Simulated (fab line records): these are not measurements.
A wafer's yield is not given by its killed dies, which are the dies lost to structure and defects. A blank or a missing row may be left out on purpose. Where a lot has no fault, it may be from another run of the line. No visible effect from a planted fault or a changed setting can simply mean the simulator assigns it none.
Which tool did it? / flow sky130 / Sampling: 7 lots, 21 wafers, 2 of 708 route steps

## WHAT THE GAUGES READ, wafer by wafer
SKY_VT_ADJUST_PCH_OVL_MEAS_07.
lot=L814; measured=day 11 23:48; on=overlay-02; VT_ADJUST_PCH_OVL (nm)=2.2 0.8 -1.3
lot=L816; measured=day 12 01:24; on=overlay-02; VT_ADJUST_PCH_OVL (nm)=4.3 0.5 3.5
lot=L821; measured=day 12 20:19; on=overlay-02; VT_ADJUST_PCH_OVL (nm)=134.6 131.8 133.8
lot=L823; measured=day 13 17:01; on=overlay-01; VT_ADJUST_PCH_OVL (nm)=133.7 133.8 134.3
lot=L825; measured=day 14 07:21; on=overlay-02; VT_ADJUST_PCH_OVL (nm)=-0.5 -1.0 1.1
lot=L830; measured=day 15 17:33; on=overlay-01; VT_ADJUST_PCH_OVL (nm)=-0.7 -1.3 -0.4
lot=L837; measured=day 18 00:39; on=overlay-02; VT_ADJUST_PCH_OVL (nm)=-0.8 0.4 -2.6

## TOOL THAT RAN EACH LOT (tool first, then ch and the chambers of the sampled wafers, then the start)
lot=L814; SKY_VT_ADJUST_PCH_EXPOSE_04=iline stepper-01 ch 0, day 11 12:00
lot=L816; SKY_VT_ADJUST_PCH_EXPOSE_04=iline stepper-02 ch 0, day 11 13:10
lot=L821; SKY_VT_ADJUST_PCH_EXPOSE_04=iline stepper-02 ch 0, day 12 07:35
lot=L823; SKY_VT_ADJUST_PCH_EXPOSE_04=iline stepper-02 ch 0, day 13 04:05
lot=L825; SKY_VT_ADJUST_PCH_EXPOSE_04=iline stepper-01 ch 0, day 13 17:34
lot=L830; SKY_VT_ADJUST_PCH_EXPOSE_04=iline stepper-01 ch 0, day 15 03:00
lot=L837; SKY_VT_ADJUST_PCH_EXPOSE_04=iline stepper-01 ch 0, day 17 10:32
- SKY_VT_ADJUST_PCH_EXPOSE_04: exposes mask NWM, target cd 840 nm.

## THE ANSWER, worked out from the rows above alone
Rule: the usual values come from the lots themselves. Put in order of their means at a reading, lots are off if they are a third of the lots or fewer, leave a main group of 4 or more, and stand apart from it by a gap of 3 or more times the standard deviation of the main group's means; of several such gaps the widest counts. A main group is skipped when, at the precision printed for the reading in the tables above, its means are all equal. A lot without any number at a reading at which 4 lots or more have one is off too. Where the step has rows for the other lots, those lots are counted as sound.
Off: at SKY_VT_ADJUST_PCH_OVL_MEAS_07 (VT_ADJUST_PCH_OVL), L821, L823. The main group has a mean of 0.3 nm with a standard deviation of 1.4.
A tool fits if, at a process step before that reading, it ran every lot that is off, and no sound lot after the first of them. Those tools and the gauges at SKY_VT_ADJUST_PCH_OVL_MEAS_07 are tried in the same way. One fits: SKY_VT_ADJUST_PCH_EXPOSE_04 on iline stepper-02. Its last sound lot is L816 (day 11 13:10), its first lot that is off L821 (day 12 07:35): a fault that began between those two fits.

## WHAT THE SIMULATOR HAD PUT IN
Scanner matching overlay: iline stepper-02, from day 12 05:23 on, at SKY_VT_ADJUST_PCH_EXPOSE_04. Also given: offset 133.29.
Lots struck among those shown: L821, L823. Same finding as the rule above.
